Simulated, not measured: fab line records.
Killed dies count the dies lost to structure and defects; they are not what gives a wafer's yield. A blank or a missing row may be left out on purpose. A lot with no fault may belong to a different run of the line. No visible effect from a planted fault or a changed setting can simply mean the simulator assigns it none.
fab line records	flow sky130
record: lots: 12	wafers: 36	lastDay: 50
route steps=708 shown VIA3@576 METAL4@598 PAD_OPEN@708
lots with no fault: from the same line, run without faults
startH: hours from the record's opening day to when the first of the lot's shown wafers began	waitH: hours elapsed since this lot's preceding step	" unchanged from the row above	L1.1+2: one row covering several wafers at once	- no value present, or no start provided	* or withheld: withheld	< > ~ a bound
route shown NAME@n: names a module that has steps shown in the file, with the first one's number in the route	usual: mean/standard deviation of fault-free wafers	same: alike in all rows	chamber/n: place in a boat	sites: the reading at each site	_std_site: the values' standard deviation	_edge_site: inner sites' mean taken away from outer sites' mean	radiusMm: for every site, how far away it sits from the centre of the wafer	mask NAME#n: copy n	behind: the most recent tool/chamber to have shaped the wafer	hold: reason for holding the lot/hours on hold/outcome of the hold	device: the n, p or np transistor that did not switch	end of line: the route-end tests of the same wafers	for a step that has no rows: nothing shown but its recipe	killed: not the wafer's yield, but the dies lost to structure and defects at the first sort	map: a wafer's dies, marking killed ones x, the rest . and places with no die _
set.NAME: the run value of the setting; set.NAME@STEP: its run value at that earlier step	model.NAME: the simulator's own value behind a step, which no gauge read
steps of the route over a sample of lots; a table a step, a row a wafer
services: from which hour (startH, from the record's first day; less than 0 if before it) a tool's chamber was out of use, for how many hours, and why
== steps ==
step: SKY_VIA3_BOW_MEAS_03
recipe: mode: bow
usual: VIA3_BOW: 79/7.8
lot.wafer	tool	chamber	startH	waitH	VIA3_BOW[um]
L299.1	filmMetro-02	-	911.70	0.1	70
L299.4	"	-	"	"	83
L299.6	"	-	"	"	76
L301.1	filmMetro-02	-	922.26	0.2	90
L301.4	"	-	"	"	83
L301.6	"	-	"	"	81
L304.4	filmMetro-02	-	950.45	0.2	85
L304.5	"	-	"	"	80
L304.6	"	-	"	"	85
L305.1	filmMetro-03	-	951.51	0.1	81
L305.4	"	-	"	"	81
L305.5	"	-	"	"	79
L306.1	filmMetro-03	-	970.23	0.2	71
L306.2	"	-	"	"	73
L306.6	"	-	"	"	71
L307.1	filmMetro-01	-	978.30	0.1	78
L307.2	"	-	"	"	83
L307.4	"	-	"	"	82
L308.2	filmMetro-01	-	979.31	0.3	93
L308.3	"	-	"	"	79
L308.6	"	-	"	"	83
L311.1	filmMetro-02	-	996.43	0.2	74
L311.4	"	-	"	"	76
L311.5	"	-	"	"	75
L313.2	filmMetro-03	-	1011.58	0.1	67
L313.3	"	-	"	"	76
L313.6	"	-	"	"	77
L317.2	filmMetro-03	-	1035.25	0.2	72
L317.4	"	-	"	"	79
L317.5	"	-	"	"	72
L319.1	filmMetro-02	-	1046.06	0.2	98
L319.4	"	-	"	"	95
L319.5	"	-	"	"	94
L320.1	filmMetro-01	-	1052.27	0.2	80
L320.2	"	-	"	"	88
L320.4	"	-	"	"	81
step: SKY_VIA3_CD_MEAS_12
recipe: targetCdNm: 200
usual: cdNm: 200.0/1.3
lot.wafer	tool	chamber	startH	waitH	cdNm
L299.1	cdSem-01	-	935.90	-	201.9
L299.4	"	-	"	"	199.9
L299.6	"	-	"	"	200.0
L301.1	cdSem-01	-	946.60	-	200.5
L301.4	"	-	"	"	199.4
L301.6	"	-	"	"	199.9
L304.4	cdSem-01	-	975.46	-	198.1
L304.5	"	-	"	"	199.2
L304.6	"	-	"	"	198.5
L305.1	cdSem-01	-	975.75	-	201.5
L305.4	"	-	"	"	201.1
L305.5	"	-	"	"	202.6
L306.1	cdSem-01	-	994.62	-	197.1
L306.2	"	-	"	"	197.2
L306.6	"	-	"	"	197.6
L307.1	cdSem-01	-	1002.20	-	199.5
L307.2	"	-	"	"	200.0
L307.4	"	-	"	"	200.2
L308.2	cdSem-02	-	1002.64	-	200.7
L308.3	"	-	"	"	201.1
L308.6	"	-	"	"	200.8
L311.1	cdSem-02	-	1019.33	-	201.0
L311.4	"	-	"	"	201.9
L311.5	"	-	"	"	202.4
L313.2	cdSem-01	-	1034.80	-	198.0
L313.3	"	-	"	"	198.3
L313.6	"	-	"	"	197.9
L317.2	cdSem-02	-	1058.09	-	200.7
L317.4	"	-	"	"	200.0
L317.5	"	-	"	"	200.8
L319.1	cdSem-01	-	1068.85	-	200.8
L319.4	"	-	"	"	201.9
L319.5	"	-	"	"	201.2
L320.1	cdSem-02	-	1074.42	-	199.8
L320.2	"	-	"	"	199.5
L320.4	"	-	"	"	199.8
step: SKY_VIA3_CMP_24
recipe: stopOn: SiO2	tOverpolishS: 20	downForcePsi: 3.5	platenRpm: 60	targetThkNm: 0	padVelocityMS: 0.94248
usual: motorCurrentA: 11.8/1	overpolishRunS: 20.000/0.0096	timeToEndpointS: 96/3.6
lot.wafer	tool	chamber	startH	waitH	motorCurrentA	overpolishRunS	timeToEndpointS
L299.4	cmp-01	0	937.17	0.1	12.4	19.997	91
L299.1	"	1	"	"	13.7	19.990	91
L299.6	"	3	"	"	11.5	19.993	93
L301.4	cmp-01	2	947.81	0.0	11.9	20.005	94
L301.1	"	1	"	"	13.5	19.991	92
L301.6	"	3	"	"	11.2	20.007	94
L304.4	cmp-02	0	976.90	0.1	11.7	20.017	91
L304.6	"	2	"	"	10.7	19.997	91
L304.5	"	3	"	"	12.8	19.997	90
L305.4	cmp-02	0	977.10	0.0	11.5	20.003	95
L305.1	"	1	"	"	10.8	20.001	101
L305.5	"	0	"	"	11.3	20.014	95
L306.1	cmp-01	2	995.88	0.1	10.9	19.993	93
L306.2	"	0	"	"	12.8	19.992	94
L306.6	"	1	"	"	13.3	20.007	95
L307.2	cmp-02	3	1003.42	0.0	13.5	19.993	91
L307.1	"	1	"	"	10.2	19.993	102
L307.4	"	2	"	"	10.7	19.998	96
L308.2	cmp-02	1	1003.90	0.0	10.0	20.008	103
L308.3	"	0	"	"	11.6	19.991	99
L308.6	"	1	"	"	10.1	19.986	103
L311.1	cmp-01	0	1020.71	0.1	12.3	19.998	95
L311.4	"	2	"	"	10.6	20.006	96
L311.5	"	0	"	"	12.6	19.989	96
L313.2	cmp-02	3	1036.02	0.0	12.6	20.004	93
L313.3	"	2	"	"	10.3	19.999	94
L313.6	"	3	"	"	12.8	19.991	93
L317.2	cmp-02	2	1059.69	0.0	11.0	19.992	89
L317.4	"	1	"	"	10.2	19.994	97
L317.5	"	2	"	"	10.2	20.002	92
L319.1	cmp-01	0	1070.16	0.1	12.3	19.990	95
L319.4	"	1	"	"	13.4	19.995	99
L319.5	"	2	"	"	11.1	19.997	95
L320.4	cmp-02	1	1075.67	0.0	10.0	20.015	95
L320.2	"	3	"	"	12.4	20.000	88
L320.1	"	0	"	"	11.7	19.993	96
step: SKY_METAL4_SPUTTER_00
recipe: material: Ti	targetThkNm: 15	powerW: 3000	timeS: 10	chamberPressurePa: 0.4
usual: throttleValvePct: 29.5/1.1
lot.wafer	tool	chamber	startH	waitH	throttleValvePct
L299.1	pvdSputter-02	-	937.42	0.1	31.9
L299.4	"	-	"	"	29.9
L299.6	"	-	"	"	29.9
L301.1	pvdSputter-01	-	948.11	0.1	29.3
L301.4	"	-	"	"	27.5
L301.6	"	-	"	"	29.9
L304.4	pvdSputter-02	-	977.10	0.1	32.1
L304.5	"	-	"	"	29.9
L304.6	"	-	"	"	27.8
L305.1	pvdSputter-02	-	977.40	0.2	30.4
L305.4	"	-	"	"	29.7
L305.5	"	-	"	"	32.3
L306.1	pvdSputter-04	-	996.13	0.2	30.1
L306.2	"	-	"	"	28.1
L306.6	"	-	"	"	29.9
L307.1	pvdSputter-01	-	1003.72	0.1	27.5
L307.2	"	-	"	"	29.4
L307.4	"	-	"	"	30.0
L308.2	pvdSputter-01	-	1004.20	0.2	29.3
L308.3	"	-	"	"	29.4
L308.6	"	-	"	"	29.4
L311.1	pvdSputter-01	-	1020.96	0.2	29.3
L311.4	"	-	"	"	29.6
L311.5	"	-	"	"	29.2
L313.2	pvdSputter-02	-	1036.32	0.2	30.4
L313.3	"	-	"	"	29.6
L313.6	"	-	"	"	32.2
L317.2	pvdSputter-01	-	1059.99	0.2	29.5
L317.4	"	-	"	"	29.3
L317.5	"	-	"	"	27.5
L319.1	pvdSputter-04	-	1070.36	0.1	29.8
L319.4	"	-	"	"	29.7
L319.5	"	-	"	"	29.9
L320.1	pvdSputter-04	-	1075.97	0.1	29.8
L320.2	"	-	"	"	30.2
L320.4	"	-	"	"	28.1
step: SKY_PAD_OPEN_PROBE_99
usual: defectLimitedYield: 82.9/1.9	killed_at_M0_to_M3: 42/6.3	killed_at_M4_up: 2.8/1.9	killedAtContacts: 23/5.3	killedAtFrontEnd: 16/4.3	killedAtOther: 0.2/0.51	killedDies: 84/9.3	killedOnRim: 16/4.2	killedOpen: 46/7.6	killedShort: 38/6.3	sort_bin_3_pad_short: 0.8/0.41	sort_bin_5_function: 10.0/1.4	sort_bin_6_memory: 6.2/1.1	sort_bin_8_speed: 0.00/0.017	sortNPass: 408/9.3	sortYieldPct: 82.9/1.9
same: grossDies: 492	killedAtBackSide: 0	sort_bin_4_leakage[%]: 0
lot.wafer	tool	chamber	startH	waitH	defectLimitedYield[%]	killed_at_M0_to_M3	killed_at_M4_up	killedAtContacts	killedAtFrontEnd	killedAtOther	killedDies	killedOnRim	killedOpen	killedShort	sort_bin_3_pad_short[%]	sort_bin_5_function[%]	sort_bin_6_memory[%]	sort_bin_8_speed[%]	sortNPass	sortYieldPct[%]
L299.1	prober-02	-	1085.00	0.1	83.1	44	1	22	16	0	83	16	39	44	1.0	9.3	6.5	0	409	83.1
L299.4	prober-02	-	1085.15	0.2	83.9	36	0	23	20	0	79	14	45	34	0.4	9.8	5.9	0	413	83.9
L299.6	prober-02	-	1085.25	0.2	83.7	43	1	22	14	0	80	17	46	34	0.8	9.8	5.7	0	412	83.7
L301.1	prober-02	-	1094.18	0.1	86.2	30	1	27	10	0	68	11	34	34	0.6	7.3	5.9	0	424	86.2
L301.4	prober-02	-	1094.33	0.2	83.1	51	3	17	12	0	83	21	45	38	0.2	10.2	6.5	0	409	83.1
L301.6	prober-02	-	1094.43	0.2	84.3	34	6	21	15	1	77	16	33	44	0.8	9.1	5.7	0	415	84.3
L304.4	prober-02	-	1117.38	0.2	80.7	55	0	25	15	0	95	25	50	45	1.0	11.2	7.1	0	397	80.7
L304.5	prober-02	-	1117.43	0.2	82.5	33	7	25	21	0	86	17	48	38	0.8	12.0	4.7	0	406	82.5
L304.6	prober-02	-	1117.48	0.2	78.7	50	3	33	19	0	105	14	64	41	0.2	12.2	8.9	0	387	78.7
L305.1	prober-01	-	1118.36	0.1	84.8	44	0	16	15	0	75	13	36	39	1.4	8.9	4.9	0	417	84.8
L305.4	prober-01	-	1118.51	0.2	81.9	46	2	22	19	0	89	19	38	51	0.4	10.4	7.3	0.20	402	81.7
L305.5	prober-01	-	1118.56	0.2	81.1	50	2	25	16	0	93	11	47	46	0.8	10.8	7.3	0	399	81.1
L306.1	prober-01	-	1135.36	0.1	84.6	39	1	25	10	1	76	15	52	24	0.4	9.6	5.5	0	416	84.6
L306.2	prober-01	-	1135.41	0.1	84.8	40	1	21	12	1	75	18	43	32	0.2	9.1	5.9	0	417	84.8
L306.6	prober-01	-	1135.61	0.2	84.8	33	0	35	7	0	75	15	52	23	0.6	7.9	6.7	0	417	84.8
L307.1	prober-01	-	1139.72	0.1	85.2	35	2	21	15	0	73	14	41	32	0.6	9.8	4.5	0	419	85.2
L307.2	prober-01	-	1139.77	0.1	83.5	37	1	28	15	0	81	13	50	31	0.8	9.3	6.3	0	411	83.5
L307.4	prober-01	-	1139.87	0.2	83.5	29	3	29	20	0	81	21	43	38	0.6	9.1	6.7	0	411	83.5
L308.2	prober-01	-	1140.75	0.1	81.7	44	6	20	20	0	90	25	52	38	0.4	11.0	6.9	0	402	81.7
L308.3	prober-01	-	1140.80	0.2	84.6	40	4	24	8	0	76	17	43	33	1.0	9.8	4.7	0	416	84.6
L308.6	prober-01	-	1140.95	0.2	82.1	43	6	26	12	1	88	13	47	41	0.4	11.6	5.9	0	404	82.1
L311.1	prober-01	-	1151.84	0.1	74.8	45	49	19	11	0	124	17	50	25	2.2	17.1	5.9	0	368	74.8
L311.4	prober-01	-	1151.99	0.2	71.1	44	46	32	20	0	142	28	56	43	1.2	20.1	7.5	0	350	71.1
L311.5	prober-01	-	1152.04	0.2	78.7	30	47	17	11	0	105	10	33	30	1.6	14.0	5.7	0	387	78.7
L313.2	prober-01	-	1167.57	0.1	78.7	53	2	28	22	0	105	19	62	43	1.2	11.4	8.7	0	387	78.7
L313.3	prober-01	-	1167.62	0.2	83.1	36	5	23	19	0	83	12	46	37	0.6	11.2	5.1	0	409	83.1
L313.6	prober-01	-	1167.77	0.2	81.7	42	5	22	21	0	90	17	53	37	0.8	9.6	7.9	0	402	81.7
L317.2	prober-01	-	1184.04	0.1	79.3	29	43	16	14	0	102	13	34	27	1.8	13.0	5.9	0	390	79.3
L317.4	prober-01	-	1184.14	0.2	75.0	39	49	19	16	0	123	21	39	36	2.4	16.3	6.3	0	369	75.0
L317.5	prober-01	-	1184.19	0.2	81.9	34	20	22	13	0	89	19	36	36	1.4	10.8	5.9	0	403	81.9
L319.1	prober-02	-	1192.67	0.1	81.3	42	6	22	22	0	92	14	38	54	1.8	11.2	5.7	0	400	81.3
L319.4	prober-02	-	1192.82	0.2	80.9	46	0	23	25	0	94	21	55	39	1.0	9.6	8.5	0	398	80.9
L319.5	prober-02	-	1192.87	0.2	79.1	53	2	25	22	1	103	20	59	44	1.0	12.0	7.9	0	389	79.1
L320.1	prober-01	-	1196.49	0.1	83.3	44	3	19	16	0	82	15	46	36	1.0	10.2	5.5	0	410	83.3
L320.2	prober-01	-	1196.54	0.1	83.1	33	4	28	18	0	83	9	54	29	1.0	8.9	6.9	0	409	83.1
L320.4	prober-01	-	1196.64	0.2	83.5	41	5	22	13	0	81	18	51	30	0.2	12.0	4.3	0	411	83.5
killed by level:class
L299.1 CONTACT:geometricParticle:open=11 METAL2:geometricParticle:short=11 VIA1:geometricParticle:open=9 VIA1:geometricParticle:short=7 CONTACT:geometricParticle:short=5 POLY_GATE:geometricParticle:open=4 METAL3:geometricParticle:short=4 VIA3:geometricParticle:open=4
L299.4 CONTACT:geometricParticle:open=8 FIELD_ISO:geometricParticle:open=7 LI_CONTACT:geometricParticle:open=7 VIA2:geometricParticle:open=7 POLY_GATE:geometricParticle:short=6 VIA3:geometricParticle:open=6 FIELD_ISO:geometricParticle:short=5 VIA1:geometricParticle:open=5
L299.6 VIA1:geometricParticle:open=11 VIA3:geometricParticle:open=9 CONTACT:geometricParticle:open=8 LOCAL_INTERCONNECT:geometricParticle:short=7 VIA2:geometricParticle:open=7 POLY_GATE:geometricParticle:short=5 METAL1:geometricParticle:short=5 VIA3:geometricParticle:short=5
L301.1 CONTACT:geometricParticle:open=13 VIA1:geometricParticle:open=8 LI_CONTACT:geometricParticle:open=5 POLY_GATE:geometricParticle:short=4 CONTACT:geometricParticle:short=4 METAL1:geometricParticle:short=4 VIA1:geometricParticle:short=4 METAL2:geometricParticle:short=4
L301.4 VIA1:geometricParticle:open=10 CONTACT:geometricParticle:open=8 VIA3:geometricParticle:open=8 METAL3:geometricParticle:short=5 METAL1:geometricParticle:short=5 VIA3:geometricParticle:short=5 VIA2:geometricParticle:open=4 LI_CONTACT:geometricParticle:short=3
L301.6 CONTACT:geometricParticle:short=8 VIA2:geometricParticle:short=8 LI_CONTACT:geometricParticle:open=7 VIA1:geometricParticle:short=5 VIA1:geometricParticle:open=4 VIA3:geometricParticle:open=4 METAL4:geometricParticle:short=4 FIELD_ISO:geometricParticle:open=3
L304.4 VIA1:geometricParticle:open=16 CONTACT:geometricParticle:open=12 VIA3:geometricParticle:short=7 VIA1:geometricParticle:short=7 LOCAL_INTERCONNECT:geometricParticle:short=6 METAL2:geometricParticle:short=5 VIA3:geometricParticle:open=5 POLY_GATE:geometricParticle:short=4
L304.5 VIA1:geometricParticle:open=9 VIA2:geometricParticle:open=6 LI_CONTACT:geometricParticle:open=6 CONTACT:geometricParticle:short=6 LOCAL_INTERCONNECT:geometricParticle:short=5 CONTACT:geometricParticle:open=5 METAL2:geometricParticle:short=5 FIELD_ISO:geometricParticle:open=4
L304.6 LI_CONTACT:geometricParticle:open=12 CONTACT:geometricParticle:open=12 VIA1:geometricParticle:open=10 VIA2:geometricParticle:open=9 METAL1:geometricParticle:short=6 METAL3:geometricParticle:short=6 FIELD_ISO:geometricParticle:short=5 VIA3:geometricParticle:open=5
L305.1 VIA1:geometricParticle:open=10 POLY_GATE:geometricParticle:short=6 VIA1:geometricParticle:short=5 VIA3:geometricParticle:short=5 POLY_GATE:geometricParticle:open=4 LI_CONTACT:geometricParticle:open=4 VIA2:geometricParticle:open=4 METAL3:geometricParticle:short=4
L305.4 VIA1:geometricParticle:open=14 METAL2:geometricParticle:short=9 POLY_GATE:geometricParticle:short=7 CONTACT:geometricParticle:open=7 LOCAL_INTERCONNECT:geometricParticle:short=6 VIA1:geometricParticle:short=6 METAL1:geometricParticle:short=5 LI_CONTACT:geometricParticle:open=4
L305.5 VIA1:geometricParticle:open=15 CONTACT:geometricParticle:short=6 CONTACT:geometricParticle:open=6 POLY_GATE:geometricParticle:open=5 LI_CONTACT:geometricParticle:open=5 METAL1:geometricParticle:short=5 METAL2:geometricParticle:short=5 VIA3:geometricParticle:open=5
L306.1 VIA1:geometricParticle:open=17 CONTACT:geometricParticle:open=10 LI_CONTACT:geometricParticle:open=8 VIA2:geometricParticle:open=5 METAL1:geometricParticle:short=4 FIELD_ISO:geometricParticle:open=3 POLY_GATE:geometricParticle:short=3 CONTACT:geometricParticle:short=3
L306.2 VIA1:geometricParticle:open=14 CONTACT:geometricParticle:open=8 LI_CONTACT:geometricParticle:open=6 VIA3:geometricParticle:open=5 METAL2:geometricParticle:short=4 VIA2:geometricParticle:short=4 LI_CONTACT:geometricParticle:short=3 FIELD_ISO:geometricParticle:short=3
L306.6 CONTACT:geometricParticle:open=17 VIA1:geometricParticle:open=10 LI_CONTACT:geometricParticle:open=9 VIA2:geometricParticle:open=6 VIA3:geometricParticle:open=6 CONTACT:geometricParticle:short=5 FIELD_ISO:geometricParticle:short=4 LOCAL_INTERCONNECT:geometricParticle:short=3
L307.1 METAL2:geometricParticle:short=10 CONTACT:geometricParticle:open=8 VIA3:geometricParticle:open=6 VIA2:geometricParticle:open=6 FIELD_ISO:geometricParticle:open=5 LI_CONTACT:geometricParticle:open=5 POLY_GATE:geometricParticle:open=5 CONTACT:geometricParticle:short=4
L307.2 VIA1:geometricParticle:open=13 CONTACT:geometricParticle:open=9 CONTACT:geometricParticle:short=7 LI_CONTACT:geometricParticle:open=5 LOCAL_INTERCONNECT:geometricParticle:short=5 METAL2:geometricParticle:short=5 FIELD_ISO:geometricParticle:open=4 POLY_GATE:geometricParticle:open=4
L307.4 CONTACT:geometricParticle:open=13 LI_CONTACT:geometricParticle:open=6 FIELD_ISO:geometricParticle:open=5 METAL1:geometricParticle:short=5 METAL2:geometricParticle:short=5 CONTACT:geometricParticle:short=4 VIA2:geometricParticle:open=4 POLY_GATE:geometricParticle:short=3
L308.2 VIA1:geometricParticle:open=15 CONTACT:geometricParticle:open=9 LI_CONTACT:geometricParticle:open=7 FIELD_ISO:geometricParticle:short=6 VIA2:geometricParticle:open=6 METAL1:geometricParticle:short=5 METAL2:geometricParticle:short=4 METAL4:geometricParticle:short=4
L308.3 CONTACT:geometricParticle:open=9 METAL1:geometricParticle:short=9 VIA1:geometricParticle:open=8 VIA3:geometricParticle:open=7 VIA2:geometricParticle:open=6 CONTACT:geometricParticle:short=5 LI_CONTACT:geometricParticle:open=4 LOCAL_INTERCONNECT:geometricParticle:short=4
L308.6 CONTACT:geometricParticle:open=12 VIA2:geometricParticle:open=8 LI_CONTACT:geometricParticle:open=5 METAL2:geometricParticle:short=5 CONTACT:geometricParticle:short=5 VIA1:geometricParticle:short=5 VIA2:geometricParticle:short=5 METAL3:geometricParticle:short=5
L311.1 METAL4:unspecified=49 VIA3:geometricParticle:open=10 VIA2:geometricParticle:open=9 LI_CONTACT:geometricParticle:open=8 VIA1:geometricParticle:open=7 CONTACT:geometricParticle:open=5 METAL1:geometricParticle:short=5 METAL2:geometricParticle:short=5
L311.4 METAL4:unspecified=43 VIA1:geometricParticle:open=11 CONTACT:geometricParticle:open=10 LI_CONTACT:geometricParticle:open=8 VIA3:geometricParticle:open=8 POLY_GATE:geometricParticle:short=6 METAL1:geometricParticle:short=6 FIELD_ISO:geometricParticle:short=5
L311.5 METAL4:unspecified=42 CONTACT:geometricParticle:open=7 VIA1:geometricParticle:short=7 FIELD_ISO:geometricParticle:short=6 METAL1:geometricParticle:short=6 LI_CONTACT:geometricParticle:open=6 VIA2:geometricParticle:open=6 VIA1:geometricParticle:open=3
L313.2 CONTACT:geometricParticle:open=13 VIA1:geometricParticle:open=11 VIA3:geometricParticle:open=9 VIA2:geometricParticle:open=8 FIELD_ISO:geometricParticle:open=7 METAL2:geometricParticle:short=6 FIELD_ISO:geometricParticle:short=5 CONTACT:geometricParticle:short=5
L313.3 VIA1:geometricParticle:open=13 METAL1:geometricParticle:short=8 FIELD_ISO:geometricParticle:short=7 LI_CONTACT:geometricParticle:open=7 CONTACT:geometricParticle:open=7 VIA2:geometricParticle:open=7 CONTACT:geometricParticle:short=5 POLY_GATE:geometricParticle:short=4
L313.6 VIA1:geometricParticle:open=10 VIA3:geometricParticle:open=8 CONTACT:geometricParticle:open=7 CONTACT:geometricParticle:short=7 FIELD_ISO:geometricParticle:open=6 LI_CONTACT:geometricParticle:open=6 FIELD_ISO:geometricParticle:short=5 METAL4:geometricParticle:short=5
L317.2 METAL4:unspecified=41 VIA2:geometricParticle:open=10 VIA1:geometricParticle:open=7 LI_CONTACT:geometricParticle:open=6 POLY_GATE:geometricParticle:short=4 CONTACT:geometricParticle:open=4 CONTACT:geometricParticle:short=4 VIA1:geometricParticle:short=4
L317.4 METAL4:unspecified=48 VIA1:geometricParticle:open=12 LI_CONTACT:geometricParticle:open=9 METAL1:geometricParticle:short=6 VIA3:geometricParticle:open=6 FIELD_ISO:geometricParticle:short=5 POLY_GATE:geometricParticle:short=5 CONTACT:geometricParticle:open=4
L317.5 METAL4:unspecified=17 CONTACT:geometricParticle:open=9 POLY_GATE:geometricParticle:short=7 VIA3:geometricParticle:open=6 VIA1:geometricParticle:open=6 LOCAL_INTERCONNECT:geometricParticle:short=5 VIA2:geometricParticle:open=5 LI_CONTACT:geometricParticle:open=4
L319.1 CONTACT:geometricParticle:short=9 VIA1:geometricParticle:open=8 METAL2:geometricParticle:short=8 VIA3:geometricParticle:open=7 FIELD_ISO:geometricParticle:short=6 VIA1:geometricParticle:short=6 POLY_GATE:geometricParticle:short=5 CONTACT:geometricParticle:open=5
L319.4 FIELD_ISO:geometricParticle:open=13 CONTACT:geometricParticle:open=11 VIA1:geometricParticle:open=10 METAL2:geometricParticle:short=7 FIELD_ISO:geometricParticle:short=6 CONTACT:geometricParticle:short=6 VIA2:geometricParticle:open=6 VIA3:geometricParticle:open=6
L319.5 CONTACT:geometricParticle:open=11 VIA1:geometricParticle:open=11 VIA2:geometricParticle:open=9 VIA3:geometricParticle:open=8 METAL1:geometricParticle:short=7 FIELD_ISO:geometricParticle:short=6 VIA2:geometricParticle:short=6 METAL2:geometricParticle:short=6
L320.1 VIA1:geometricParticle:open=11 CONTACT:geometricParticle:open=10 METAL1:geometricParticle:short=8 POLY_GATE:geometricParticle:open=5 VIA2:geometricParticle:open=5 VIA3:geometricParticle:open=5 FIELD_ISO:geometricParticle:short=4 METAL3:geometricParticle:short=4
L320.2 CONTACT:geometricParticle:open=11 VIA1:geometricParticle:open=10 POLY_GATE:geometricParticle:open=8 LI_CONTACT:geometricParticle:open=6 LOCAL_INTERCONNECT:geometricParticle:short=5 VIA2:geometricParticle:open=5 CONTACT:geometricParticle:short=4 METAL1:geometricParticle:short=4
L320.4 VIA1:geometricParticle:open=12 LI_CONTACT:geometricParticle:open=8 VIA2:geometricParticle:open=8 CONTACT:geometricParticle:open=7 POLY_GATE:geometricParticle:open=5 METAL1:geometricParticle:short=5 VIA3:geometricParticle:open=5 FIELD_ISO:geometricParticle:short=4
== services ==
tool	chamber	startH	hours	kind
cmp-01	-	916.00	-	consumableReplace:conditioner
cmp-01	-	916.00	-	consumableReplace:pad
cmp-01	-	916.02	2.4	repair
cmp-02	-	918.61	13.6	pm
cmp-02	-	932.69	1.0	repair
cmp-01	-	935.71	1.2	repair
cmp-02	-	938.67	4.1	repair
pvdSputter-01	-	943.66	3.0	repair
pvdSputter-02	0	958.13	-	consumableReplace:kit
pvdSputter-02	0	958.13	18.0	scheduledDown
pvdSputter-02	0	958.13	18.0	ventCycle
cmp-02	-	958.65	0.3	repair
cmp-01	-	981.61	0.7	repair
pvdSputter-01	1	982.13	-	consumableReplace:kit
pvdSputter-01	1	982.13	18.0	scheduledDown
pvdSputter-01	1	982.13	18.0	ventCycle
pvdSputter-02	-	993.35	5.5	repair
pvdSputter-04	0	994.96	-	consumableReplace:kit
pvdSputter-04	0	994.96	18.0	scheduledDown
cmp-01	-	1007.19	1.0	repair
pvdSputter-02	-	1015.64	4.9	repair
cmp-02	-	1037.19	7.7	pm
pvdSputter-02	-	1048.61	1.5	repair
pvdSputter-02	-	1075.05	1.3	repair
== key ==
firstSign: step: SKY_PAD_OPEN_PROBE_99	reading: killed_at_M4_up	direction: up	sigmas: 20	usual: 2.8	struck: 42.3
effect: step: SKY_PAD_OPEN_PROBE_99	reading: sort_bin_5_function	direction: up	sigmas: 3.6	usual: 10.0	struck: 15.2	wafersMoved: 5
metAt SKY_METAL4_SPUTTER_00
struckLots L311,L317
notActingAt SKY_VIA3_BOW_MEAS_03,SKY_VIA3_CD_MEAS_12,SKY_VIA3_CMP_24
onsetBetween 1004.20 1020.96
fault: kind: chamberParticleSource	tool: pvdSputter-01	chamber: -	onsetH: 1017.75	steps: SKY_METAL4_SPUTTER_00	ratePerVisitCm2: 0.53414	endH: 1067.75
